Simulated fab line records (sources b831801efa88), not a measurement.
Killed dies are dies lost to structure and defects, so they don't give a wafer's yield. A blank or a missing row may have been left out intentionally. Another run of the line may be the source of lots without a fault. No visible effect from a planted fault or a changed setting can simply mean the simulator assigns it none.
fab line records | flow sky130
[record] lots = 4 | wafers = 12 | last_day = 49
route steps=708 shown METAL3@556 VIA3@573 PAD_OPEN@708
lots that met no fault: from a run of the same line without faults
start_h: start of the lot's first displayed wafer, in hours after the record's first day | wait_h: hours since the lot's step before | " unchanged from the row above | L1.1+2: a single row standing in for several wafers | - either no value or no given start | * or withheld: withheld | < > ~ a bound
route shown NAME@n: names a module that has steps shown in the file, with the first one's number in the route | usual: mean/standard deviation taken from wafers without a fault | same: alike in all rows | chamber/n: place in a boat | sites: per-site readings | _std_site: standard deviation of those values | _edge_site: outer sites' mean less inner sites' | radius_mm: how far each site lies from the wafer's centre | mask NAME#n: copy n | behind: the most recent tool/chamber to have shaped the wafer | hold: cause of the lot's hold/its duration in hours/its outcome | device: which transistor (n, p or np) failed to switch | end of line: the same wafers' tests at the end of the route | a step with no rows: only its recipe | killed: the dies lost at the first sort to structure and to defects; this is not the yield of the wafer | map: per-die view of a wafer (x killed, . not killed, _ where there is no die)
set.NAME: the setting the step ran with; set.NAME@STEP: the setting that earlier step ran with | model.NAME: the simulator's own value behind a step, which no gauge read
lots at some steps of the route; a table a step, a row a wafer
[[steps]]
[step SKY_METAL3_HMDS_06]
[recipe] prime_time_s = 60 | prime_temp_c = 120
[step SKY_METAL3_COAT_07]
[recipe] resist = BARC | temp_c = withheld | time_s = withheld | spin_rpm = 3000 | resist_thk_nm = 60
[step SKY_METAL3_COAT_08]
[recipe] resist = KrF-thick | spin_rpm = 3000 | resist_thk_nm = 1140
[step SKY_METAL3_SOFTBAKE_09]
[recipe] temp_c = 100 | time_s = 86.24 | resist = KrF-thick
[step SKY_METAL3_EXPOSE_10]
[recipe] mask_id = MM3 | na = 0.68 | source_shape = annular | sigma_inner = 0.4 | sigma_outer = 0.8 | target_cd_nm = 300 | dose_mj = 28
[step SKY_METAL3_PEB_11]
[recipe] peb_temp_c = withheld | peb_time_s = withheld | resist = KrF-thick
[step SKY_METAL3_DEVELOP_12]
[recipe] develop_time_s = 60 | resist = KrF-thick | dev_temp_c = 21
[step SKY_METAL3_DESCUM_15]
[recipe] chemistry = O2 | source_power_w = 150 | bias_power_w = 0 | pressure_mtorr = 10 | temp_c = 40 | time_s = 8
[step SKY_METAL3_ETCH_16]
[recipe] chemistry = N2/H2 | target = BARC | ion_energy_ev = 200 | bias_w = 100 | pressure_mtorr = 30 | n2_flow_sccm = 100 | h2_flow_sccm = 200 | icp_w = 500 | stop_on = SiO2 | time_s = 88.2 | target_depth_a = 600
[step SKY_METAL3_ETCH_17]
[recipe] target = SiO2 | stop_on = TiN | chemistry = C4F8/O2/Ar | source_w = 1500 | bias_w = 1200 | pressure_mtorr = 40 | c4f8_flow_sccm = withheld | O2_flow_sccm = 6 | Ar_flow_sccm = 300 | time_s = 3.9 | target_depth_a = 150
[step SKY_METAL3_METAL_ETCH_18]
[recipe] target_depth_a = 8450 | stop_on = SiO2 | over_etch_frac = 0.3 | time_s = 183.1 | chemistry = Cl2/BCl3 | resist_sidewall_deg = 88 | pressure_mtorr = 10 | icp_w = 900 | bias_w = 48.5 | Cl2_flow_sccm = 60 | bcl3_flow_sccm = 30
[usual] drypump_motor_current_A = 5.5/0.62 | oes_product_au = 0.866/0.0057 | rf_fwd_power_W = 897.0/2.6 | throttle_valve_pct = 22.265/0.0088
lot.wafer | tool         | chamber | start_h | wait_h | drypump_motor_current_A | oes_product_au | rf_fwd_power_W | rf_hours_counter_h | throttle_valve_pct
L512.2    | rie_metal-03 | 1       | 987.73  | 0.0    | 6.0                     | 0.866          | 897.4          | 3                  | 22.254
L512.4    | "            | 0       | "       | "      | 6.4                     | 0.867          | 893.0          | -                  | 22.268
L512.5    | "            | 0       | "       | "      | 6.5                     | 0.852          | 894.7          | -                  | 22.265
L514.3    | rie_metal-03 | 1       | 989.89  | 0.1    | 5.9                     | 0.863          | 894.6          | -                  | 22.285
L514.5    | "            | 1       | "       | "      | 5.9                     | 0.872          | 898.5          | -                  | 22.260
L514.6    | "            | 0       | "       | "      | 6.5                     | 0.874          | 896.4          | -                  | 22.258
L516.3    | rie_metal-03 | 1       | 1024.77 | 0.1    | 5.9                     | 0.876          | 898.8          | -                  | 22.249
L516.5    | "            | 1       | "       | "      | 5.9                     | 0.874          | 900.8          | -                  | 22.266
L516.6    | "            | 0       | "       | "      | 6.4                     | 0.869          | 895.3          | -                  | 22.280
L517.2    | rie_metal-01 | 0       | 1025.18 | 0.0    | 4.9                     | 0.869          | 897.7          | 18                 | 22.260
L517.4    | "            | 0       | "       | "      | 4.9                     | 0.863          | 896.5          | -                  | 22.257
L517.5    | "            | 1       | "       | "      | 5.1                     | 0.870          | 898.7          | -                  | 22.255
[step SKY_METAL3_STRIP_19]
[recipe] chemistry = O2/N2 | power_w = 1400 | pressure_mtorr = 1500 | platen_temp_c = withheld | o2_flow_sccm = 3000 | n2_flow_sccm = 300 | overash_fraction = 0.5
[step SKY_METAL3_STRIP_20]
[recipe] chemistry = post_etch_residue_remover | time_s = 1200 | temp_c = 72.5
[step SKY_METAL3_CLEAN_21]
[recipe] chemistry = IPA | time_s = 180 | temp_c = 25
[step SKY_METAL3_CLEAN_22]
[recipe] chemistry = O3/DIW | dry = n2_spin
[step SKY_VIA3_HDPCVD_00]
[recipe] material = SiO2 | target_thk_nm = 1635 | sigma_open_frac = 0.3 | time_s = 272.5 | temp_c = 400 | sih4_flow_sccm = 60 | pressure_mtorr = 6
[step SKY_VIA3_CMP_02]
[recipe] material = SiO2 | down_force_psi = 4 | platen_rpm = 60 | pad_velocity_m_s = 0.94248
[step SKY_VIA3_DEHYDRATE_04]
[recipe] temp_c = 200 | time_s = 60
[step SKY_VIA3_HMDS_05]
[recipe] prime_time_s = 60 | prime_temp_c = 120
[step SKY_VIA3_COAT_06]
[recipe] resist = BARC | temp_c = withheld | time_s = withheld | spin_rpm = 3000 | resist_thk_nm = 60
[step SKY_VIA3_COAT_07]
[recipe] resist = KrF-thick | spin_rpm = 3000 | resist_thk_nm = 450
[step SKY_VIA3_SOFTBAKE_08]
[recipe] temp_c = 100 | time_s = 90 | resist = KrF-thick
[step SKY_VIA3_EXPOSE_09]
[recipe] mask_id = VIM3 | na = 0.8 | source_shape = annular | sigma_inner = 0.55 | sigma_outer = 0.85 | target_cd_nm = 200 | dose_mj = 37.22
[step SKY_VIA3_PEB_10]
[recipe] peb_temp_c = withheld | peb_time_s = withheld | resist = KrF-thick
[step SKY_VIA3_DEVELOP_11]
[recipe] develop_time_s = 60 | resist = KrF-thick | dev_temp_c = 21
[step SKY_VIA3_ETCH_14]
[recipe] chemistry = N2/H2 | target = BARC | ion_energy_ev = 200 | source_w = 500 | bias_w = 100 | pressure_mtorr = 30 | n2_flow_sccm = 100 | h2_flow_sccm = 200 | stop_on = SiO2 | time_s = 45.9 | target_depth_a = 600
[step SKY_VIA3_ETCH_15]
[recipe] target = SiO2 | chemistry = C4F8/O2/Ar | target_depth_nm = 507 | stop_on = TiN | mask_material = KrF-thick | source_w = 1500 | bias_w = 1200 | pressure_mtorr = 40 | c4f8_flow_sccm = withheld | O2_flow_sccm = 6 | Ar_flow_sccm = 300 | time_s = 78
[step SKY_VIA3_STRIP_16]
[recipe] chemistry = O2/N2 | power_w = 1400 | pressure_mtorr = 1500 | platen_temp_c = withheld | o2_flow_sccm = 3000 | n2_flow_sccm = 300 | overash_fraction = 0.5
[step SKY_VIA3_STRIP_17]
[recipe] chemistry = post_etch_residue_remover | time_s = 1200 | temp_c = 72.5
[step SKY_VIA3_CLEAN_18]
[recipe] chemistry = IPA | time_s = 180 | temp_c = 25
[step SKY_VIA3_CLEAN_19]
[recipe] chemistry = O3/DIW | dry = n2_spin
[step SKY_VIA3_SPUTTER_20]
[recipe] material = TiN | target_thk_nm = 20 | chamber_pressure_pa = 5 | power_w = 4000 | time_s = 80
[step SKY_VIA3_CVD_21]
[recipe] material = W | target_thk_nm = 390 | time_s = 117.31 | temp_c = 400 | pressure_torr = 40
[step SKY_VIA3_CMP_24]
[recipe] stop_on = SiO2 | t_overpolish_s = 20 | down_force_psi = 3.5 | platen_rpm = 60 | target_thk_nm = 0 | pad_velocity_m_s = 0.94248
[step SKY_PAD_OPEN_PROBE_99]
[usual] defect_limited_yield = 82.3/1.9 | killed_at_M0_to_M3 = 44/7.3 | killed_at_M4_up = 3.4/1.7 | killed_at_contacts = 24/5.3 | killed_at_front_end = 15/4.1 | killed_at_other = 0.4/0.68 | killed_dies = 87/9.5 | killed_open = 48/7.1 | killed_short = 39/5.8 | sort_bin_3_pad_short = 0.8/0.39 | sort_bin_5_function = 10.4/1.4 | sort_bin_6_memory = 6.5/1.1 | sort_n_pass = 405/9.5 | sort_yield_pct = 82.3/1.9
[same] gross_dies = 492 | killed_at_back_side = 0 | sort_bin_4_leakage[%] = 0 | sort_bin_8_speed[%] = 0
lot.wafer | tool      | chamber | start_h | wait_h | defect_limited_yield[%] | killed_at_M0_to_M3 | killed_at_M4_up | killed_at_contacts | killed_at_front_end | killed_at_other | killed_dies | killed_open | killed_short | sort_bin_3_pad_short[%] | sort_bin_5_function[%] | sort_bin_6_memory[%] | sort_n_pass | sort_yield_pct[%] | model.etest.tester.sort_n_pass | model.etest.tester.sort_yield_pct | model.etest.tester.sort_bin_5_pct | model.etest.tester.sort_bin_3_pct
L512.2    | prober-02 | -       | 1144.39 | 0.1    | 82.3                    | 39                 | 3               | 30                 | 14                  | 1               | 87          | 41          | 45           | 0.8                     | 11.0                   | 5.9                  | 405         | 82.3              | 405                            | 82.32                             | 10.98                             | 0.813
L512.4    | prober-02 | -       | 1144.49 | 0.2    | 81.5                    | 36                 | 5               | 29                 | 21                  | 0               | 91          | 50          | 40           | 1.4                     | 10.8                   | 6.3                  | 401         | 81.5              | 401                            | 81.5                              | 10.77                             | 1.423
L512.5    | prober-02 | -       | 1144.54 | 0.2    | 83.5                    | 39                 | 6               | 20                 | 16                  | 0               | 81          | 41          | 40           | 1.0                     | 9.8                    | 5.7                  | 411         | 83.5              | 411                            | 83.54                             | 9.756                             | 1.016
L514.3    | prober-01 | -       | 1147.69 | 0.2    | 78.3                    | 71                 | 2               | 20                 | 13                  | 1               | 107         | 39          | 29           | 2.0                     | 12.4                   | 7.3                  | 385         | 78.3              | 385                            | 78.25                             | 12.4                              | 2.033
L514.5    | prober-01 | -       | 1147.79 | 0.2    | 73.6                    | 87                 | 3               | 19                 | 20                  | 1               | 130         | 54          | 36           | 2.4                     | 17.1                   | 6.9                  | 362         | 73.6              | 362                            | 73.58                             | 17.07                             | 2.439
L514.6    | prober-01 | -       | 1147.84 | 0.2    | 75.4                    | 74                 | 3               | 26                 | 18                  | 0               | 121         | 41          | 35           | 1.4                     | 15.9                   | 7.3                  | 371         | 75.4              | 371                            | 75.41                             | 15.85                             | 1.423
L516.3    | prober-01 | -       | 1175.24 | 0.2    | 76.2                    | 80                 | 2               | 27                 | 8                   | 0               | 117         | 38          | 43           | 2.0                     | 14.6                   | 7.1                  | 375         | 76.2              | 375                            | 76.22                             | 14.63                             | 2.033
L516.5    | prober-01 | -       | 1175.34 | 0.2    | 77.6                    | 78                 | 5               | 19                 | 8                   | 0               | 110         | 41          | 31           | 2.2                     | 13.2                   | 6.9                  | 382         | 77.6              | 382                            | 77.64                             | 13.21                             | 2.236
L516.6    | prober-01 | -       | 1175.39 | 0.2    | 74.8                    | 78                 | 2               | 30                 | 14                  | 0               | 124         | 44          | 30           | 3.3                     | 13.0                   | 8.9                  | 368         | 74.8              | 368                            | 74.8                              | 13.01                             | 3.252
L517.2    | prober-02 | -       | 1177.39 | 0.1    | 79.1                    | 60                 | 5               | 26                 | 12                  | 0               | 103         | 53          | 50           | 0.2                     | 14.8                   | 5.9                  | 389         | 79.1              | 389                            | 79.06                             | 14.84                             | 0.2033
L517.4    | prober-02 | -       | 1177.49 | 0.2    | 80.7                    | 61                 | 6               | 16                 | 12                  | 0               | 95          | 54          | 40           | 0.8                     | 11.0                   | 7.5                  | 397         | 80.7              | 397                            | 80.69                             | 10.98                             | 0.813
L517.5    | prober-02 | -       | 1177.54 | 0.2    | 85.6                    | 34                 | 3               | 21                 | 13                  | 0               | 71          | 43          | 28           | 0.2                     | 8.5                    | 5.7                  | 421         | 85.6              | 421                            | 85.57                             | 8.537                             | 0.2033
// killed by level:class
L512.2 CONTACT:geometric_particle:open=10 LOCAL_INTERCONNECT:geometric_particle:short=7 LI_CONTACT:geometric_particle:open=6 CONTACT:geometric_particle:short=6 VIA1:geometric_particle:open=6 VIA2:geometric_particle:short=6 VIA3:geometric_particle:open=5 FIELD_ISO:geometric_particle:open=5
L512.4 CONTACT:geometric_particle:open=8 LI_CONTACT:geometric_particle:open=7 VIA3:geometric_particle:open=7 VIA1:geometric_particle:open=7 METAL2:geometric_particle:short=6 CONTACT:geometric_particle:short=6 POLY_GATE:geometric_particle:open=5 FIELD_ISO:geometric_particle:short=4
L512.5 CONTACT:geometric_particle:open=10 VIA1:geometric_particle:open=9 POLY_GATE:geometric_particle:short=6 VIA3:geometric_particle:open=6 VIA2:geometric_particle:short=5 FIELD_ISO:geometric_particle:short=4 VIA2:geometric_particle:open=4 METAL2:geometric_particle:short=4
L514.3 METAL3:unspecified=38 VIA1:geometric_particle:open=8 CONTACT:geometric_particle:open=7 VIA2:geometric_particle:open=7 POLY_GATE:geometric_particle:short=5 LI_CONTACT:geometric_particle:open=4 CONTACT:geometric_particle:short=4 METAL1:geometric_particle:short=4
L514.5 METAL3:unspecified=40 VIA3:geometric_particle:open=11 VIA1:geometric_particle:open=9 VIA2:geometric_particle:open=9 FIELD_ISO:geometric_particle:open=7 CONTACT:geometric_particle:open=7 POLY_GATE:geometric_particle:short=5 FIELD_ISO:geometric_particle:short=4
L514.6 METAL3:unspecified=44 LI_CONTACT:geometric_particle:open=8 CONTACT:geometric_particle:short=8 CONTACT:geometric_particle:open=7 VIA1:geometric_particle:open=7 FIELD_ISO:geometric_particle:open=6 METAL1:geometric_particle:short=6 POLY_GATE:geometric_particle:open=4
L516.3 METAL3:unspecified=36 METAL1:geometric_particle:short=8 CONTACT:geometric_particle:open=8 VIA1:geometric_particle:open=8 LI_CONTACT:geometric_particle:open=6 CONTACT:geometric_particle:short=6 VIA2:geometric_particle:open=6 VIA3:geometric_particle:open=6
L516.5 METAL3:unspecified=38 VIA3:geometric_particle:open=8 VIA1:geometric_particle:open=7 LI_CONTACT:geometric_particle:open=7 VIA2:geometric_particle:open=7 CONTACT:geometric_particle:open=5 VIA3:geometric_particle:short=5 LOCAL_INTERCONNECT:geometric_particle:short=4
L516.6 METAL3:unspecified=49 CONTACT:geometric_particle:open=11 LI_CONTACT:geometric_particle:open=8 VIA1:geometric_particle:open=7 VIA3:geometric_particle:open=6 FIELD_ISO:geometric_particle:short=4 VIA1:geometric_particle:short=4 VIA2:geometric_particle:open=4
L517.2 VIA1:geometric_particle:open=14 VIA3:geometric_particle:open=9 CONTACT:geometric_particle:open=8 METAL1:geometric_particle:short=7 VIA1:geometric_particle:short=7 VIA2:geometric_particle:open=7 LOCAL_INTERCONNECT:geometric_particle:short=6 METAL2:geometric_particle:short=6
L517.4 VIA1:geometric_particle:open=14 VIA3:geometric_particle:open=8 METAL1:geometric_particle:short=7 VIA2:geometric_particle:open=7 CONTACT:geometric_particle:open=5 VIA1:geometric_particle:short=5 METAL3:geometric_particle:short=5 FIELD_ISO:geometric_particle:open=4
L517.5 LI_CONTACT:geometric_particle:open=9 VIA1:geometric_particle:open=7 METAL1:geometric_particle:short=6 CONTACT:geometric_particle:open=5 VIA2:geometric_particle:open=4 FIELD_ISO:geometric_particle:open=3 POLY_GATE:geometric_particle:short=3 POLY_CUT:geometric_particle:open=3
// map L514.5 (x killed, . not)
__________..x......._________
________...x.x....xx.._______
______.x......x........._____
_____......x....xx..xx...____
____x............x...x....___
___.....xx.........x.x.....__
__....xx.......xx.....x....._
_....x.x..x..x...x.....x.x.x.
_....xx..xx.........x.x....x.
_...x..x....x.x....x.xx...xx.
_x.....x........x.x..x...x...
_...xx........x....x...xx.x..
_.x....x...x.........xx.xx...
_........x.xxxx......xxxxxxxx
_...x..........x.....xxxxxxxx
__...x...x...xx.....x.xxxxxx_
___.....x...........xxxxxxx__
____x...x...xx..x....xxxxx___
_____...........xx....xxx____
______...........x.x..x._____
________.......x......_______
__________..x......._________
// map L516.6 (x killed, . not)
__________.xx......._________
________........x...x._______
______.x....xxx.x.x....._____
_____.x....xxxx..........____
____...xx..xxxx.xx........___
___.....x..xxxxxxx....x....__
__...x.x.xxxxxxxxx.....x...._
_....x...xxxxxxxxx...........
_.....xx.xxxxxxx.xxx.x.xx....
_.......x.x.xxxxx.x.....x....
_xxx...x.xx.x....x..xx.....x.
_......x...x....x.....x......
_.................x..xx......
_...x.......x...x.....x......
_.............x..x.x.........
__...x.....x...x............_
___....x.......x...x...x..x__
____.....x...x.x..xx......___
_____x..................x____
______..x....x.........._____
________...x.....x...._______
__________...x..x..._________
[[key]]
[first_sign] step = SKY_PAD_OPEN_PROBE_99 | reading = killed_at_M0_to_M3 | direction = up | sigmas = 4.6 | usual = 44 | struck = 78
[effect] step = SKY_PAD_OPEN_PROBE_99 | reading = sort_bin_3_pad_short | direction = up | sigmas = 3.6 | usual = 0.8 | struck = 2.2 | wafers_moved = 5
[model_effect] step = SKY_PAD_OPEN_PROBE_99 | value = etest.tester.sort_n_pass | without = 409.7 | struck = 373.8
met_at SKY_METAL3_METAL_ETCH_18
struck_wafers L514.3,L514.5,L514.6,L516.3,L516.5,L516.6
onset_between 987.73 989.89
[fault] kind = chamber_particle_source | tool = rie_metal-03 | chamber = - | onset_h = 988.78 | steps = SKY_METAL3_METAL_ETCH_18 | rate_per_visit_cm2 = 0.51699 | end_h = 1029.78
